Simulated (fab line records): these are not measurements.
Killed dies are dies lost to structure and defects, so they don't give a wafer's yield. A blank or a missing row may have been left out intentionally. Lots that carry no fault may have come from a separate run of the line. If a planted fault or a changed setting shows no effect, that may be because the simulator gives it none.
fab line records ; flow sky130
record: lots: 5; wafers: 15; last-day: 50
route steps=708 shown CONTACT@411 PAD_OPEN@708
lots with no fault: from the same line, run without faults
start-h: start of the lot's first displayed wafer, in hours after the record's first day ; wait-h: hours from the lot's prior step to this one ; " as in the row above ; L1.1+2: a row that stands for several wafers ; - no value present, or no start provided ; * or withheld: withheld ; < > ~ a bound
route shown NAME@n: a module of which the file shows steps, and the number in the route of the first ; usual: mean and standard deviation over wafers with no fault ; same: alike in all rows ; chamber/n: place in a boat ; sites: readings site by site ; _std_site: how widely they spread, as a standard deviation ; _edge_site: mean of outer sites minus mean of inner sites ; radius-mm: for every site, how far away it sits from the centre of the wafer ; mask NAME#n: copy n ; behind: the tool/chamber that last shaped the wafer ; hold: reason for holding the lot/hours on hold/outcome of the hold ; device: the n, p or np transistor that did not switch ; end of line: the tests these same wafers got at the end of their route ; a step with no rows: only its recipe ; killed: the dies lost at the first sort to structure and to defects; this is not the yield of the wafer ; map: per-die view of a wafer (x killed, . not killed, _ where there is no die)
set.NAME: the run value of the setting; set.NAME@STEP: its run value at that earlier step ; model.NAME: the simulator's own value behind a step, which no gauge read
certain route steps with their lots: each step a table, each wafer a row
services: the hour from which a tool's chamber was out of use, counted from the record's first day as start-h (under 0 if before that day), plus the number of hours and why
== steps ==
step: SKY_CONTACT_BOW_MEAS_05
recipe: mode: bow
usual: CONTACT_BOW: 83/6.9
lot.wafer;tool;chamber;start-h;wait-h;CONTACT_BOW[um]
L518.1;film-metro-04;-;735.35;0.2;85
L518.5;film-metro-04;-;735.35;0.2;90
L518.6;film-metro-04;-;735.35;0.2;86
L526.2;film-metro-04;-;777.87;0.2;74
L526.5;film-metro-04;-;777.87;0.2;73
L526.6;film-metro-04;-;777.87;0.2;84
L528.2;film-metro-04;-;784.91;0.3;80
L528.3;film-metro-04;-;784.91;0.3;88
L528.4;film-metro-04;-;784.91;0.3;89
L533.1;film-metro-01;-;826.34;0.1;88
L533.2;film-metro-01;-;826.34;0.1;78
L533.5;film-metro-01;-;826.34;0.1;84
L541.1;film-metro-01;-;890.56;0.2;91
L541.3;film-metro-01;-;890.56;0.2;85
L541.6;film-metro-01;-;890.56;0.2;100
step: SKY_CONTACT_DEHYDRATE_06
recipe: temp-c: 200; time-s: 60
step: SKY_CONTACT_HMDS_07
recipe: prime-time-s: 60; prime-temp-c: 120
step: SKY_CONTACT_COAT_08
recipe: resist: BARC; temp-c: withheld; time-s: withheld; spin-rpm: 3000; resist-thk-nm: 60
step: SKY_CONTACT_COAT_09
recipe: resist: KrF-thick; spin-rpm: 3000; resist-thk-nm: 450
step: SKY_CONTACT_SOFTBAKE_10
recipe: temp-c: 100; time-s: 90; resist: KrF-thick
step: SKY_CONTACT_EXPOSE_11
recipe: mask-id: CTM1; na: 0.8; source-shape: annular; sigma-inner: 0.55; sigma-outer: 0.85; target-cd-nm: 170; dose-mj: 38
step: SKY_CONTACT_PEB_12
recipe: peb-temp-c: withheld; peb-time-s: withheld; resist: KrF-thick
step: SKY_CONTACT_DEVELOP_13
recipe: develop-time-s: 60; resist: KrF-thick; dev-temp-c: 21
step: SKY_CONTACT_CD_MEAS_14
recipe: target-cd-nm: 170
usual: cd-nm: 169.5/1.6
lot.wafer;tool;chamber;start-h;wait-h;cd-nm
L518.1;cd-sem-01;-;763.00;-;168.1
L518.5;cd-sem-01;-;763.00;-;169.3
L518.6;cd-sem-01;-;763.00;-;169.0
L526.2;cd-sem-02;-;804.66;-;169.6
L526.5;cd-sem-02;-;804.66;-;169.8
L526.6;cd-sem-02;-;804.66;-;170.2
L528.2;cd-sem-01;-;811.56;-;170.5
L528.3;cd-sem-01;-;811.56;-;170.4
L528.4;cd-sem-01;-;811.56;-;170.6
L533.1;cd-sem-02;-;852.69;-;167.2
L533.2;cd-sem-02;-;852.69;-;166.7
L533.5;cd-sem-02;-;852.69;-;167.9
L541.1;cd-sem-02;-;915.53;-;169.5
L541.3;cd-sem-02;-;915.53;-;168.3
L541.6;cd-sem-02;-;915.53;-;168.6
step: SKY_CONTACT_OVL_MEAS_15
usual: CONTACT_OVL: 3/6.5
lot.wafer;tool;chamber;start-h;wait-h;CONTACT_OVL[nm]
L518.1;overlay-01;-;763.12;0.1;15
L518.5;overlay-01;-;763.12;0.1;14
L518.6;overlay-01;-;763.12;0.1;12
L526.2;overlay-02;-;804.77;0.1;5
L526.5;overlay-02;-;804.77;0.1;3
L526.6;overlay-02;-;804.77;0.1;3
L528.2;overlay-02;-;811.67;0.1;1
L528.3;overlay-02;-;811.67;0.1;1
L528.4;overlay-02;-;811.67;0.1;5
L533.1;overlay-01;-;852.81;0.1;10
L533.2;overlay-01;-;852.81;0.1;-4
L533.5;overlay-01;-;852.81;0.1;8
L541.1;overlay-01;-;915.65;0.1;4
L541.3;overlay-01;-;915.65;0.1;10
L541.6;overlay-01;-;915.65;0.1;5
step: SKY_CONTACT_ETCH_16
recipe: chemistry: N2/H2; target: BARC; ion-energy-ev: 200; source-w: 500; bias-w: 100; pressure-mtorr: 30; n2-flow-sccm: 100; h2-flow-sccm: 200; stop-on: SiO2; time-s: 45.9; target-depth-a: 600
usual: bias-w: 99.99/0.26; drypump-motor-current-A: 5.9/0.4; h2-flow-sccm: 200.0/0.65; oes-product-au: 0.855/0.0052; rf-fwd-power-W: 495.3/2.2; throttle-valve-pct: 13.224/0.0083
lot.wafer;tool;chamber;start-h;wait-h;bias-w;drypump-motor-current-A;h2-flow-sccm;oes-product-au;rf-fwd-power-W;rf-hours-counter-h;throttle-valve-pct
L518.1;rie-diel-03;0;763.16;0.0;99.71;6.0;200.1;0.847;498.7;9;13.237
L518.5;rie-diel-03;1;763.16;0.0;100.22;5.9;199.3;0.856;494.7;-;13.221
L518.6;rie-diel-03;2;763.16;0.0;99.69;6.6;199.9;0.862;495.9;-;13.214
L526.2;rie-diel-04;3;804.80;0.0;100.02;5.2;201.3;0.853;494.6;16;13.215
L526.5;rie-diel-04;0;804.80;0.0;100.27;5.6;199.8;0.848;495.5;-;13.217
L526.6;rie-diel-04;1;804.80;0.0;100.15;6.2;199.6;0.855;495.1;-;13.242
L528.2;rie-diel-04;0;811.70;0.0;100.49;5.6;199.7;0.851;495.0;10;13.216
L528.3;rie-diel-04;2;811.70;0.0;100.17;6.4;199.6;0.858;492.5;11;13.225
L528.4;rie-diel-04;3;811.70;0.0;100.10;5.3;200.7;0.866;496.7;16;13.220
L533.1;rie-diel-03;2;852.85;0.0;100.32;6.6;200.7;0.860;495.2;16;13.240
L533.2;rie-diel-03;3;852.85;0.0;100.04;5.6;200.5;0.860;493.5;1;13.229
L533.5;rie-diel-03;2;852.85;0.0;100.00;6.6;200.3;0.851;497.9;-;13.234
L541.1;rie-diel-03;3;915.69;0.0;99.95;5.7;199.9;0.857;493.6;3;13.214
L541.3;rie-diel-03;0;915.69;0.0;100.45;6.0;200.6;0.862;496.0;14;13.210
L541.6;rie-diel-03;2;915.69;0.0;100.26;6.6;198.4;0.846;498.3;-;13.224
step: SKY_CONTACT_ETCH_17
recipe: target: SiO2; chemistry: C4F8/O2/Ar; stop-on: Si3N4; mask-material: KrF-thick; source-w: 1500; bias-w: 1200; pressure-mtorr: 40; c4f8-flow-sccm: withheld; O2_flow_sccm: 6; Ar_flow_sccm: 300; time-s: withheld; target-depth-a: 3400
usual: bias-w: 1200/3.4; oes-product-au: 0.891/0.0049; rf-fwd-power-W: 1488/6.1
lot.wafer;tool;chamber;start-h;wait-h;bias-w;oes-product-au;rf-fwd-power-W;model.Si3N4_of_CONTACT_CVD_00.thk-nm
L518.1;rie-diel-03;0;763.20;0.0;1202;0.887;1497;75.01
L518.5;rie-diel-03;1;763.20;0.0;1200;0.897;1486;76.21
L518.6;rie-diel-03;2;763.20;0.0;1196;0.890;1489;74.9
L526.2;rie-diel-04;3;804.84;0.0;1198;0.894;1491;75.31
L526.5;rie-diel-04;0;804.84;0.0;1199;0.891;1497;75.81
L526.6;rie-diel-04;1;804.84;0.0;1196;0.890;1492;75.75
L528.2;rie-diel-04;0;811.74;0.0;1262;0.895;1493;73.99
L528.3;rie-diel-04;2;811.74;0.0;1199;0.889;1489;74.23
L528.4;rie-diel-04;3;811.74;0.0;1206;0.890;1485;75.07
L533.1;rie-diel-03;2;852.89;0.0;1194;0.895;1487;76.47
L533.2;rie-diel-03;3;852.89;0.0;1199;0.891;1485;74.26
L533.5;rie-diel-03;2;852.89;0.0;1195;0.881;1486;76.4
L541.1;rie-diel-03;3;915.73;0.0;1199;0.893;1485;74.42
L541.3;rie-diel-03;0;915.73;0.0;1195;0.889;1490;74.92
L541.6;rie-diel-03;2;915.73;0.0;1199;0.899;1483;76.62
step: SKY_CONTACT_ETCH_18
recipe: target: Si3N4; chemistry: CHF3/O2; stop-on: TiN; source-w: 600; bias-w: 200; pressure-mtorr: 40; chf3-flow-sccm: 50; O2_flow_sccm: 5; time-s: 39; target-depth-a: 750
usual: bias-w: 200.0/0.59; drypump-motor-current-A: 5.9/0.4; oes-product-au: 0.855/0.0075; rf-fwd-power-W: 594/3.1; throttle-valve-pct: 8.794/0.0089
lot.wafer;tool;chamber;start-h;wait-h;bias-w;drypump-motor-current-A;oes-product-au;rf-fwd-power-W;rf-hours-counter-h;throttle-valve-pct
L518.1;rie-diel-03;0;-;-;201.1;5.9;0.854;592;9;8.787
L518.5;rie-diel-03;1;-;-;201.4;5.9;0.860;596;-;8.789
L518.6;rie-diel-03;2;-;-;200.7;6.6;0.848;594;-;8.795
L526.2;rie-diel-04;3;-;-;200.7;5.3;0.858;599;16;8.786
L526.5;rie-diel-04;0;-;-;200.6;5.6;0.852;596;-;8.798
L526.6;rie-diel-04;1;-;-;199.7;6.1;0.863;595;-;8.784
L528.2;rie-diel-04;0;-;-;199.3;5.6;0.845;596;10;8.813
L528.3;rie-diel-04;2;-;-;199.8;6.4;0.849;589;11;8.791
L528.4;rie-diel-04;3;-;-;199.8;5.3;0.852;594;16;8.783
L533.1;rie-diel-03;2;-;-;200.7;6.6;0.864;595;16;8.803
L533.2;rie-diel-03;3;-;-;200.4;5.7;0.850;595;1;8.783
L533.5;rie-diel-03;2;-;-;200.8;6.6;0.859;596;-;8.792
L541.1;rie-diel-03;3;-;-;199.5;5.7;0.850;592;3;8.793
L541.3;rie-diel-03;0;-;-;199.8;6.0;0.854;596;14;8.792
L541.6;rie-diel-03;2;-;-;199.9;6.6;0.867;597;-;8.809
step: SKY_PAD_OPEN_PROBE_99
usual: killed_at_M0_to_M3: 44/7.1; killed_at_M4_up: 3.0/1.9; killed-at-contacts: 25/5.6; killed-at-front-end: 14/4.1; killed-at-other: 0.2/0.44; killed-dies: 86/9.1; killed-open: 47/7.4; killed-short: 39/5.7
same: gross-dies: 492; killed-at-back-side: 0
lot.wafer;tool;chamber;start-h;wait-h;killed_at_M0_to_M3;killed_at_M4_up;killed-at-contacts;killed-at-front-end;killed-at-other;killed-dies;killed-open;killed-short
L518.1;prober-02;-;1091.72;0.1;45;3;21;13;0;82;43;39
L518.5;prober-02;-;1091.92;0.2;37;2;26;23;1;89;54;32
L518.6;prober-02;-;1091.97;0.2;47;3;30;17;0;97;59;38
L526.2;prober-02;-;1124.51;0.1;53;3;28;16;1;101;60;41
L526.5;prober-02;-;1124.66;0.2;44;1;26;12;2;85;48;37
L526.6;prober-02;-;1124.71;0.2;44;2;22;12;0;80;44;36
L528.2;prober-02;-;1129.03;0.1;29;3;22;13;0;67;35;32
L528.3;prober-02;-;1129.08;0.2;46;5;27;11;0;89;55;34
L528.4;prober-02;-;1129.13;0.2;44;3;19;14;0;80;52;28
L533.1;prober-01;-;1164.18;0.1;52;6;17;8;1;84;42;42
L533.2;prober-01;-;1164.23;0.1;57;0;16;8;0;81;38;43
L533.5;prober-01;-;1164.38;0.2;46;6;32;16;0;100;66;34
L541.1;prober-02;-;1208.20;0.1;44;1;24;26;0;95;55;40
L541.3;prober-02;-;1208.30;0.2;44;5;16;20;0;85;46;39
L541.6;prober-02;-;1208.45;0.2;46;1;25;16;0;88;51;37
killed by level:class
L518.1 VIA1:geometric-particle:open=13 POLY_GATE:geometric-particle:short=6 CONTACT:geometric-particle:open=6 LI_CONTACT:geometric-particle:open=6 CONTACT:geometric-particle:short=5 METAL1:geometric-particle:short=5 METAL2:geometric-particle:short=5 VIA2:geometric-particle:open=5
L518.5 VIA1:geometric-particle:open=8 POLY_GATE:geometric-particle:open=7 CONTACT:geometric-particle:open=7 LI_CONTACT:geometric-particle:open=7 VIA3:geometric-particle:open=7 LI_CONTACT:geometric-particle:short=5 VIA2:geometric-particle:open=5 METAL1:geometric-particle:short=4
L518.6 LI_CONTACT:geometric-particle:open=15 VIA1:geometric-particle:open=11 CONTACT:geometric-particle:open=8 POLY_GATE:geometric-particle:short=6 METAL1:geometric-particle:short=6 VIA3:geometric-particle:open=6 CONTACT:geometric-particle:short=5 VIA2:geometric-particle:open=5
L526.2 CONTACT:geometric-particle:open=14 VIA1:geometric-particle:open=13 VIA2:geometric-particle:open=10 CONTACT:geometric-particle:short=8 METAL1:geometric-particle:short=7 VIA3:geometric-particle:open=7 FIELD_ISO:geometric-particle:open=6 METAL2:geometric-particle:short=5
L526.5 VIA1:geometric-particle:open=10 LI_CONTACT:geometric-particle:open=9 METAL2:geometric-particle:short=8 VIA2:geometric-particle:open=7 CONTACT:geometric-particle:open=6 CONTACT:geometric-particle:short=6 VIA3:geometric-particle:open=5 VIA1:geometric-particle:short=4
L526.6 LI_CONTACT:geometric-particle:open=10 VIA2:geometric-particle:open=9 VIA1:geometric-particle:open=8 CONTACT:geometric-particle:open=6 VIA1:geometric-particle:short=6 METAL3:geometric-particle:short=5 FIELD_ISO:geometric-particle:short=4 CONTACT:geometric-particle:short=4
L528.2 VIA1:geometric-particle:open=8 CONTACT:geometric-particle:open=6 FIELD_ISO:geometric-particle:short=5 LI_CONTACT:geometric-particle:open=5 VIA2:geometric-particle:open=5 VIA3:geometric-particle:open=5 LOCAL_INTERCONNECT:geometric-particle:short=4 CONTACT:geometric-particle:short=4
L528.3 VIA1:geometric-particle:open=13 LI_CONTACT:geometric-particle:open=10 CONTACT:geometric-particle:open=9 VIA2:geometric-particle:open=8 VIA3:geometric-particle:open=7 METAL1:geometric-particle:short=6 POLY_GATE:geometric-particle:open=4 LOCAL_INTERCONNECT:geometric-particle:short=4
L528.4 VIA1:geometric-particle:open=10 VIA3:geometric-particle:open=9 LI_CONTACT:geometric-particle:open=8 CONTACT:geometric-particle:open=6 METAL2:geometric-particle:short=5 VIA2:geometric-particle:open=5 FIELD_ISO:geometric-particle:open=4 VIA3:geometric-particle:short=4
L533.1 CONTACT:geometric-particle:open=11 METAL1:geometric-particle:short=8 VIA1:geometric-particle:open=8 VIA3:geometric-particle:open=7 VIA2:geometric-particle:open=6 VIA3:geometric-particle:short=6 METAL4:geometric-particle:short=5 CONTACT:geometric-particle:short=4
L533.2 VIA1:geometric-particle:open=11 VIA3:geometric-particle:open=9 VIA3:geometric-particle:short=8 METAL1:geometric-particle:short=7 VIA1:geometric-particle:short=6 CONTACT:geometric-particle:short=5 CONTACT:geometric-particle:open=5 METAL2:geometric-particle:short=4
L533.5 CONTACT:geometric-particle:open=15 VIA1:geometric-particle:open=11 VIA3:geometric-particle:open=9 LI_CONTACT:geometric-particle:open=8 VIA2:geometric-particle:open=7 FIELD_ISO:geometric-particle:short=6 FIELD_ISO:geometric-particle:open=5 METAL4:geometric-particle:short=5
L541.1 FIELD_ISO:geometric-particle:open=12 VIA1:geometric-particle:open=12 CONTACT:geometric-particle:open=8 FIELD_ISO:geometric-particle:short=6 METAL2:geometric-particle:short=6 LI_CONTACT:geometric-particle:short=5 LI_CONTACT:geometric-particle:open=5 LOCAL_INTERCONNECT:geometric-particle:short=5
L541.3 VIA1:geometric-particle:open=13 METAL2:geometric-particle:short=9 FIELD_ISO:geometric-particle:short=6 VIA3:geometric-particle:open=6 LI_CONTACT:geometric-particle:open=6 FIELD_ISO:geometric-particle:open=4 CONTACT:geometric-particle:open=4 METAL1:geometric-particle:short=4
L541.6 VIA1:geometric-particle:open=15 VIA2:geometric-particle:open=9 CONTACT:geometric-particle:open=8 LI_CONTACT:geometric-particle:open=5 CONTACT:geometric-particle:short=5 METAL2:geometric-particle:short=5 FIELD_ISO:geometric-particle:open=4 POLY_GATE:geometric-particle:open=4
== services ==
tool;chamber;start-h;hours;kind
rie-diel-03;1;790.60;-;clean
rie-diel-03;1;790.60;16.2;scheduled-down
rie-diel-03;1;790.60;16.2;vent-cycle
rie-diel-04;3;794.43;4.7;repair
rie-diel-03;3;806.77;-;clean
rie-diel-03;3;806.77;19.0;scheduled-down
rie-diel-03;3;806.77;19.0;vent-cycle
rie-diel-03;2;844.74;7.2;repair
rie-diel-03;3;903.40;5.8;repair
rie-diel-04;3;910.78;2.4;repair
rie-diel-04;-;915.52;0.6;repair
== key ==
first-sign: step: SKY_CONTACT_ETCH_17; reading: bias-w; direction: up; sigmas: 18; usual: 1200; struck: 1262
effect none on later readings
model-effect: step: SKY_CONTACT_ETCH_17; value: Si3N4_of_CONTACT_CVD_00.thk-nm; without: 75.1; struck: 73.99
met-at SKY_CONTACT_ETCH_17
struck-wafers L528.2
tester-left-out L528
onset-between 804.84 811.74
fault: kind: process-parameter-drift; tool: rie-diel-04; chamber: 0; onset-h: 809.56; steps: SKY_CONTACT_ETCH_17; channel: bias-w; offset: 63.45; shape: step; end-h: 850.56; acts-in: these-recipes-only; stated: 1200
tester-left-out: of these lots the tester's yield and bins aren't shown, on N5 and GAA mostly nor the transistor test; their killed dies are dies lost to structure and defects alone, not to doping, threshold or leakage, so they don't give the yield
